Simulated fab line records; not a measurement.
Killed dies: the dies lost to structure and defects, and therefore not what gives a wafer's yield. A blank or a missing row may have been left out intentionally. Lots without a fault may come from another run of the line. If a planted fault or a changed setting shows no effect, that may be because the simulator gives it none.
Which tool was responsible? | flow gf180mcu | 12 lots with 36 wafers sampled at 5 steps, on a route of 602 steps

== WHAT THE GAUGES READ, wafer by wafer ==
GF_VT_IMPLANT_TW_MEAS_43. Usual: for VT_IMPLANT_4_TW the level is 697 and the standard deviation is 3.4.
lot  | measured     | on            | VT_IMPLANT_4_TW | flag
L271 | day 8 01:11  | film_metro-04 | 700 701 701     |
L272 | day 8 02:56  | film_metro-03 | 696 694 695     |
L274 | day 8 12:52  | film_metro-04 | 702 703 700     |
L276 | day 9 03:23  | film_metro-04 | 696 699 696     |
L278 | day 9 15:52  | film_metro-04 | 698 694 696     |
L279 | day 9 23:50  | film_metro-03 | 561 565 565     | OFF
L283 | day 11 02:59 | film_metro-04 | 567 565 568     | OFF
L284 | day 11 08:05 | film_metro-03 | 695 693 693     |
L290 | day 13 01:11 | film_metro-04 | 695 698 693     |
L291 | day 13 09:44 | film_metro-02 | 700 698 701     |
L292 | day 13 15:11 | film_metro-02 | 698 699 699     |
L293 | day 13 21:23 | film_metro-03 | 695 696 696     |

== EACH LOT AND THE TOOL THAT RAN IT (in order: tool; ch and the chambers of the sampled wafers; start) ==
lot  | GF_STI_CMP_25                | GF_DNWELL_STRIP_08                  | GF_VT_IMPLANT_STRIP_09               | GF_VT_IMPLANT_IMPLANT_41
L271 | cmp-01 ch 0,2,3, day 2 12:23 | plasma_asher-04 ch 0,1, day 3 04:03 | plasma_asher-03 ch 0,1, day 6 03:14  | implanter-03 ch 0, day 8 00:58
L272 | cmp-01 ch 0,3, day 2 16:35   | plasma_asher-02 ch 0,1, day 3 07:24 | plasma_asher-03 ch 1, day 6 04:11    | implanter-03 ch 0, day 8 02:41
L274 | cmp-01 ch 0,2,3, day 2 23:57 | plasma_asher-01 ch 0,1, day 3 15:37 | plasma_asher-03 ch 0,1, day 6 14:01  | implanter-03 ch 0, day 8 12:39
L276 | cmp-01 ch 0,1,3, day 3 09:32 | plasma_asher-02 ch 1, day 4 01:15   | plasma_asher-03 ch 0,1, day 7 02:47  | implanter-03 ch 0, day 9 03:08
L278 | cmp-01 ch 0,1,3, day 3 20:53 | plasma_asher-04 ch 0,1, day 4 12:17 | plasma_asher-03 ch 0,1, day 7 14:04  | implanter-03 ch 0, day 9 15:40
L279 | cmp-02 ch 2,3, day 4 01:53   | plasma_asher-04 ch 0,1, day 4 18:14 | plasma_asher-02 ch 0,1, day 7 21:17  | implanter-03 ch 0, day 9 23:35
L283 | cmp-01 ch 1,2,3, day 4 23:44 | plasma_asher-01 ch 0,1, day 5 16:08 | plasma_asher-02 ch 0,1, day 8 22:38  | implanter-03 ch 0, day 11 02:45
L284 | cmp-01 ch 1,2,3, day 5 03:05 | plasma_asher-01 ch 0,1, day 5 19:18 | plasma_asher-04 ch 0,1, day 9 02:29  | implanter-01 ch 0, day 11 07:50
L290 | cmp-01 ch 1,2,3, day 6 10:08 | plasma_asher-01 ch 0,1, day 7 03:44 | plasma_asher-03 ch 0,1, day 10 16:23 | implanter-01 ch 0, day 13 00:56
L291 | cmp-01 ch 0,2,3, day 6 15:17 | plasma_asher-01 ch 0,1, day 7 10:14 | plasma_asher-02 ch 0,1, day 10 23:08 | implanter-02 ch 0, day 13 09:30
L292 | cmp-01 ch 0,1,3, day 6 20:32 | plasma_asher-02 ch 0,1, day 7 14:20 | plasma_asher-02 ch 0,1, day 11 04:08 | implanter-02 ch 0, day 13 14:56
L293 | cmp-02 ch 0,1,3, day 7 01:20 | plasma_asher-02 ch 0, day 7 19:35   | plasma_asher-03 ch 0,1, day 11 10:35 | implanter-03 ch 0, day 13 21:08
- GF_STI_CMP_25: polishes, stops on Si3N4, t overpolish 33 s, target thk 524.6 nm.
- GF_DNWELL_STRIP_08: strips in O2/N2.
- GF_VT_IMPLANT_STRIP_09: strips in O2/N2.
- GF_VT_IMPLANT_IMPLANT_41

== AS READ BY THE TOOLS THEMSELVES (means over the sampled wafers that have a number; for cases with no such wafer, the mark the record gives instead) ==
GF_STI_CMP_25. Usual: motor_current_A 11.4 A, standard deviation 1.1; overpolish_run_s 33.001 s, standard deviation 0.0091; time_to_endpoint_s 124 s, standard deviation 3.4.
lot  | tool   | motor_current_A (A) | overpolish_run_s (s) | time_to_endpoint_s (s) | flag
L271 | cmp-01 | 10.9                | 33.004               | 123                    |
L272 | cmp-01 | 10.3                | 33.000               | 126                    |
L274 | cmp-01 | 11.2                | 33.009               | 124                    |
L276 | cmp-01 | 10.9                | 32.999               | 125                    |
L278 | cmp-01 | 11.0                | 33.001               | 124                    |
L279 | cmp-02 | 12.4                | 33.010               | 120                    |
L283 | cmp-01 | 11.7                | 33.000               | 121                    |
L284 | cmp-01 | 12.0                | 33.015               | 124                    |
L290 | cmp-01 | 11.8                | 33.003               | 122                    |
L291 | cmp-01 | 11.1                | 33.000               | 122                    |
L292 | cmp-01 | 10.9                | 33.004               | 121                    |
L293 | cmp-02 | 11.3                | 33.002               | 126                    |

GF_DNWELL_STRIP_08. Usual: drypump_motor_current_A 5.5 A, standard deviation 0.58; heater_power_w 346 W, standard deviation 29; oes_product_au 0.722 a.u., standard deviation 0.0048; strip_time_to_endpoint_s 37.00 s, standard deviation 0.086.
lot  | tool            | drypump_motor_current_A (A) | heater_power_w (W) | oes_product_au (a.u.) | strip_time_to_endpoint_s (s) | flag
L271 | plasma_asher-04 | 5.0                         | 364                | 0.721                 | 36.99                        |
L272 | plasma_asher-02 | 6.0                         | 344                | 0.728                 | 37.04                        |
L274 | plasma_asher-01 | 5.2                         | 317                | 0.726                 | 36.96                        |
L276 | plasma_asher-02 | 5.7                         | 339                | 0.721                 | 37.06                        |
L278 | plasma_asher-04 | 5.0                         | 370                | 0.721                 | 36.96                        |
L279 | plasma_asher-04 | 5.0                         | 362                | 0.723                 | 36.92                        |
L283 | plasma_asher-01 | 5.3                         | 349                | 0.728                 | 37.06                        |
L284 | plasma_asher-01 | 5.3                         | 344                | 0.722                 | 36.99                        |
L290 | plasma_asher-01 | 5.2                         | 325                | 0.720                 | 36.95                        |
L291 | plasma_asher-01 | 5.2                         | 323                | 0.722                 | 37.04                        |
L292 | plasma_asher-02 | 6.0                         | 346                | 0.719                 | 36.94                        |
L293 | plasma_asher-02 | 6.6                         | 368                | 0.725                 | 37.00                        |

GF_VT_IMPLANT_STRIP_09. Usual: drypump_motor_current_A 5.8 A, standard deviation 0.5; heater_power_w 354 W, standard deviation 16; oes_product_au 0.716 a.u., standard deviation 0.0049; strip_time_to_endpoint_s 12.64 s, standard deviation 0.037.
lot  | tool            | drypump_motor_current_A (A) | heater_power_w (W) | oes_product_au (a.u.) | strip_time_to_endpoint_s (s) | flag
L271 | plasma_asher-03 | 5.7                         | 354                | 0.717                 | 12.63                        |
L272 | plasma_asher-03 | 6.1                         | 370                | 0.714                 | 12.65                        |
L274 | plasma_asher-03 | 5.6                         | 350                | 0.714                 | 12.61                        |
L276 | plasma_asher-03 | 5.7                         | 351                | 0.716                 | 12.66                        |
L278 | plasma_asher-03 | 5.9                         | 362                | 0.716                 | 12.64                        |
L279 | plasma_asher-02 | 6.0                         | 339                | 0.712                 | 12.64                        |
L283 | plasma_asher-02 | 6.0                         | 342                | 0.714                 | 12.63                        |
L284 | plasma_asher-04 | 5.0                         | 347                | 0.719                 | 12.63                        |
L290 | plasma_asher-03 | 5.9                         | 363                | 0.717                 | 12.63                        |
L291 | plasma_asher-02 | 6.0                         | 345                | 0.718                 | 12.62                        |
L292 | plasma_asher-02 | 6.0                         | 344                | 0.716                 | 12.62                        |
L293 | plasma_asher-03 | 5.9                         | 365                | 0.716                 | 12.61                        |

GF_VT_IMPLANT_IMPLANT_41. Usual: beam_energy_keV 70.000, standard deviation 0.02; dose_ions_cm2 1.0128e+12, standard deviation 1.3e+09; faraday_current_uA 5.71, standard deviation 0.11.
lot  | tool         | beam_energy_keV | dose_ions_cm2 | faraday_current_uA | flag
L271 | implanter-03 | 70.011          | 1.0131e+12    | 5.64               |
L272 | implanter-03 | 69.987          | 1.0127e+12    | 5.76               |
L274 | implanter-03 | 69.999          | 1.0104e+12    | 5.86               |
L276 | implanter-03 | 70.006          | 1.0130e+12    | 5.62               |
L278 | implanter-03 | 69.995          | 1.0134e+12    | 5.65               |
L279 | implanter-03 | 70.002          | 5.2403e+11    | 2.94               | OFF
L283 | implanter-03 | 69.980          | 5.2407e+11    | 2.94               | OFF
L284 | implanter-01 | 70.006          | 1.0130e+12    | 5.66               |
L290 | implanter-01 | 69.999          | 1.0124e+12    | 5.68               |
L291 | implanter-02 | 70.004          | 1.0123e+12    | 5.77               |
L292 | implanter-02 | 70.006          | 1.0130e+12    | 5.63               |
L293 | implanter-03 | 70.023          | 1.0149e+12    | 5.63               |

== THE ANSWER, worked out from the rows above alone ==
Rule: take the mean of a lot's wafers that have a number; if it is more than 3 standard deviations from the usual mean, the lot is off. A lot without any number at a reading at which 4 lots or more have one is off too. Where the step has rows for the other lots, those lots are counted as sound. After the gauges, taken in route order, come the tools' own readings; for these a lot's mean is taken, as printed above. At the first step where some lot is off, the reading lying furthest off is the one used; lots without a number count as furthest.
Off: L279, L283, at GF_VT_IMPLANT_TW_MEAS_43 (VT_IMPLANT_4_TW).
A tool fits if, at a process step before that reading, it ran every lot that is off, and no sound lot after the first of them. The gauges at GF_VT_IMPLANT_TW_MEAS_43 aren't tried: what is off there is off at GF_VT_IMPLANT_IMPLANT_41 too, on other tools, and a gauge's error can't cause that. No candidate that was tried fits.

== WHAT THE SIMULATOR HAD PUT IN ==
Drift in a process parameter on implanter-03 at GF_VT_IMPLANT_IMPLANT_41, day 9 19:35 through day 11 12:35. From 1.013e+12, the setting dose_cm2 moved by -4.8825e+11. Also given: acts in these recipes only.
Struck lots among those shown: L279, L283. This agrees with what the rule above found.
